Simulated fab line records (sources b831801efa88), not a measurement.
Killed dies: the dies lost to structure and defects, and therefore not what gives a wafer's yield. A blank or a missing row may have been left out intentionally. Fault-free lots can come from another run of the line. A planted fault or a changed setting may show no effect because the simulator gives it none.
What tool caused it?	flow sky130	Sampling: 15 lots, 45 wafers, 7 of 708 route steps

## WHAT THE GAUGES READ, wafer by wafer
SKY_SPACER_THK_MEAS_01.
lot	measured	on	SPACER_CVD_00_THK (nm)
L704	day 23 02:38	film metro-04	43.8 43.6 43.5
L705	day 23 10:25	film metro-03	43.4 43.5 42.9
L706	day 23 19:55	film metro-03	43.8 43.7 43.4
L708	day 24 23:06	film metro-03	43.6 43.5 43.2
L709	day 25 01:22	film metro-01	43.4 43.2 43.2
L712	day 26 01:02	film metro-04	42.8 43.0 43.1
L713	day 26 09:50	film metro-04	42.7 42.9 43.2
L714	day 26 13:05	film metro-04	43.5 43.9 43.5
L716	day 27 05:16	film metro-01	43.8 43.9 43.6
L717	day 29 00:59	film metro-03	43.5 43.3 43.1
L718	day 29 00:59	film metro-01	43.6 43.1 43.3
L719	day 29 00:59	film metro-04	44.2 44.0 43.9
L720	day 29 01:02	film metro-03	42.9 43.2 43.0
L721	day 29 01:02	film metro-04	43.5 43.5 43.5
L723	day 29 10:10	film metro-01	43.3 43.5 43.3

SKY_SD_P_TW_MEAS_11.
lot	measured	on	SD_P_TW
L704	day 25 14:25	film metro-02	2821 2816 2820
L705	day 25 23:32	film metro-01	2850 2837 2854
L706	day 26 07:51	film metro-01	2850 2849 2846
L708	day 27 09:26	film metro-02	2795 2803 2823
L709	day 27 12:31	film metro-02	2819 2828 2809
L712	day 28 11:37	film metro-02	2799 2782 2793
L713	day 28 18:59	film metro-02	2810 2795 2794
L714	day 28 21:39	film metro-02	2795 2786 2788
L716	day 29 10:58	film metro-02	2818 2815 2823
L717	day 31 10:11	film metro-01	2778 2801 2784
L718	day 31 10:21	film metro-03	2846 2859 2847
L719	day 31 10:04	film metro-02	2813 2793 2821
L720	day 31 10:58	film metro-02	3088 3112 3090 3110 3096 3113
L721	day 31 11:05	film metro-02	3086 3095 3103 3093 3114 3110
L723	day 31 20:17	film metro-02	3106 3122 3102 3111 3096 3106

SKY_SD_N_RS_MEAS_17: uses a four-point probe to measure.
lot	measured	on	SD_P_RS (ohm/sq)
L704	day 28 01:07	film metro-03	147.6 147.2 147.4
L705	day 28 11:04	film metro-02	146.9 147.0 147.1
L706	day 28 17:37	film metro-01	146.7 146.5 147.0
L708	day 29 17:02	film metro-03	147.1 146.6 146.9
L709	day 29 20:49	film metro-03	147.3 147.2 147.2
L712	day 30 18:37	film metro-02	146.9 146.8 146.9
L713	day 31 02:41	film metro-02	146.6 147.5 147.1
L714	day 31 05:38	film metro-01	147.9 147.7 147.6
L716	day 31 20:16	film metro-01	146.5 147.1 146.9
L717	day 33 16:37	film metro-02	148.0 147.2 148.0
L718	day 33 17:34	film metro-01	146.7 147.1 146.6
L719	day 33 15:59	film metro-03	147.0 146.6 147.4
L720	day 33 17:52	film metro-02	138.6 138.0 138.0 138.6 138.4 138.2
L721	day 33 18:31	film metro-01	138.2 138.2 138.1 138.2 137.9 137.8
L723	day 34 01:40	film metro-03	137.6 138.0 138.3 137.8 138.2 138.3

SKY_LI_CONTACT_RS_MEAS_22: uses a four-point probe to measure.
lot	measured	on	LI_CONTACT_W_RS (ohm/sq)
L704	day 29 05:13	film metro-03	0.288 0.287 0.291
L705	day 29 14:45	film metro-03	0.292 0.289 0.281
L706	day 29 23:20	film metro-01	0.288 0.284 0.290
L708	day 30 21:42	film metro-03	0.287 0.288 0.289
L709	day 31 02:41	film metro-03	0.290 0.289 0.287
L712	day 32 00:15	film metro-01	0.282 0.282 0.297
L713	day 32 07:26	film metro-03	0.291 0.288 0.278
L714	day 32 13:59	film metro-02	0.274 0.294 0.278
L716	day 33 00:48	film metro-01	0.288 0.290 0.292
L717	day 34 20:53	film metro-02	0.291 0.291 0.292
L718	day 34 21:07	film metro-01	0.283 0.284 0.285
L719	day 34 20:27	film metro-02	0.284 0.286 0.290
L720	day 34 21:35	film metro-01	0.289 0.290 0.290
L721	day 34 22:38	film metro-03	0.292 0.290 0.291
L723	day 35 06:32	film metro-03	0.285 0.285 0.290

## TOOL THAT RAN EACH LOT (tool first, then ch and the chambers of the sampled wafers, then the start)
lot	SKY_SD_P_IMPLANT_09	SKY_SD_P_STRIP_10	SKY_LI_CONTACT_ETCH_15
L704	implanter-02 ch 0, day 25 14:10	plasma asher-03 ch 0,1, day 25 14:19	rie diel-02 ch 0,1,2, day 29 04:34
L705	implanter-02 ch 0, day 25 23:17	plasma asher-02 ch 0,1, day 25 23:26	rie diel-01 ch 0,1,2, day 29 14:07
L706	implanter-04 ch 0, day 26 07:36	plasma asher-03 ch 0,1, day 26 07:45	rie diel-01 ch 0,3, day 29 22:40
L708	implanter-04 ch 0, day 27 09:11	plasma asher-02 ch 0,1, day 27 09:19	rie diel-02 ch 1,2,3, day 30 21:02
L709	implanter-04 ch 0, day 27 12:16	plasma asher-02 ch 0,1, day 27 12:24	rie diel-02 ch 1,2,3, day 31 02:02
L712	implanter-02 ch 0, day 28 11:24	plasma asher-02 ch 0,1, day 28 11:32	rie diel-04 ch 0,3, day 31 23:34
L713	implanter-04 ch 0, day 28 18:44	plasma asher-04 ch 0,1, day 28 18:52	rie diel-02 ch 0,1, day 32 06:39
L714	implanter-02 ch 0, day 28 21:26	plasma asher-02 ch 0,1, day 28 21:33	rie diel-02 ch 0,1, day 32 13:17
L716	implanter-02 ch 0, day 29 10:43	plasma asher-03 ch 0,1, day 29 10:52	rie diel-01 ch 1,2,3, day 33 00:10
L717	implanter-03 ch 0, day 31 09:56	plasma asher-03 ch 0,1, day 31 10:05	rie diel-02 ch 0,1,3, day 34 20:07
L718	implanter-02 ch 0, day 31 10:06	plasma asher-04 ch 0,1, day 31 10:15	rie diel-01 ch 1,3, day 34 20:28
L719	implanter-04 ch 0, day 31 09:50	plasma asher-02 ch 0,1, day 31 09:58	rie diel-02 ch 0,1,3, day 34 19:46
L720	implanter-03 ch 0, day 31 10:24	plasma asher-02 ch 0,1, day 31 10:52	rie diel-02 ch 0,3, day 34 20:49
L721	implanter-02 ch 0, day 31 10:31	plasma asher-03 ch 0,1, day 31 10:59	rie diel-01 ch 1,2,3, day 34 21:50
L723	implanter-04 ch 0, day 31 19:43	plasma asher-02 ch 0,1, day 31 20:11	rie diel-02 ch 2,3, day 35 05:41
- SKY_SD_P_IMPLANT_09
- SKY_SD_P_STRIP_10: strips in O2/N2.
- SKY_LI_CONTACT_ETCH_15: etches PSG in C4F8/O2/Ar, stops on Si, target depth 600 nm.

## WHAT THE TOOLS THEMSELVES READ (means of the sampled wafers that have a number; where no wafer has one, the mark that the record gives instead)
SKY_SD_P_STRIP_10.
lot	tool	drypump motor current A (A)	oes product au (a.u.)	strip time to endpoint s (s)
L704	plasma asher-03	5.8	0.623	17.52
L705	plasma asher-02	6.5	0.623	17.52
L706	plasma asher-03	5.7	0.618	17.54
L708	plasma asher-02	6.4	0.616	17.48
L709	plasma asher-02	6.5	0.621	17.45
L712	plasma asher-02	6.4	0.615	17.53
L713	plasma asher-04	5.9	0.614	17.53
L714	plasma asher-02	6.4	0.614	17.43
L716	plasma asher-03	5.7	0.616	17.45
L717	plasma asher-03	5.7	0.617	17.51
L718	plasma asher-04	5.8	0.615	17.55
L719	plasma asher-02	6.5	0.616	17.55
L720	plasma asher-02	6.5	0.588	18.90
L721	plasma asher-03	5.7	0.591	18.99
L723	plasma asher-02	6.5	0.585	18.99

SKY_LI_CONTACT_ETCH_15.
lot	tool	bias w (W)	oes product au (a.u.)	rf fwd power W (W)
L704	rie diel-02	1201	0.837	1492
L705	rie diel-01	1200	0.835	1491
L706	rie diel-01	1200	0.837	1492
L708	rie diel-02	1204	0.840	1493
L709	rie diel-02	1199	0.839	1492
L712	rie diel-04	1196	0.841	1487
L713	rie diel-02	1199	0.841	1488
L714	rie diel-02	1199	0.838	1495
L716	rie diel-01	1200	0.838	1491
L717	rie diel-02	1200	0.832	1492
L718	rie diel-01	1208	0.838	1493
L719	rie diel-02	1198	0.838	1492
L720	rie diel-02	1200	0.831	1486
L721	rie diel-01	1200	0.833	1496
L723	rie diel-02	1198	0.838	1491

## THE ANSWER, worked out from the rows above alone
Rule: the usual values come from the lots themselves. The widest of any qualifying gaps counts: lots, ordered by their means at a reading, are off when they make up no more than a third of the lots, leave a main group of 4 or more, and stand apart from it by 3 or more times the standard deviation of that group's means. The tables above print the reading to a certain number of digits; a main group whose means all agree to those digits is not used. A lot without any number at a reading at which 4 lots or more have one is off too. All remaining lots with rows at the step are treated as sound. After the gauges, taken in route order, come the tools' own readings; for these a lot's mean is taken, as printed above. The first step at which some lot is off is used, and at that step the reading that is off furthest; a lot without a number counts as furthest.
Off: at SKY_SD_P_TW_MEAS_11 (SD_P_TW), L720, L721, L723. Mean 2816 and standard deviation 22 in the main group.
A tool fits if, at a process step before that reading, it ran every lot that is off, and no sound lot after the first of them. The gauges at SKY_SD_P_TW_MEAS_11 aren't tried: what is off there is off at SKY_SD_P_STRIP_10 too, on other tools, and a gauge's error can't cause that. No candidate that was tried fits.

## WHAT THE SIMULATOR PUT IN
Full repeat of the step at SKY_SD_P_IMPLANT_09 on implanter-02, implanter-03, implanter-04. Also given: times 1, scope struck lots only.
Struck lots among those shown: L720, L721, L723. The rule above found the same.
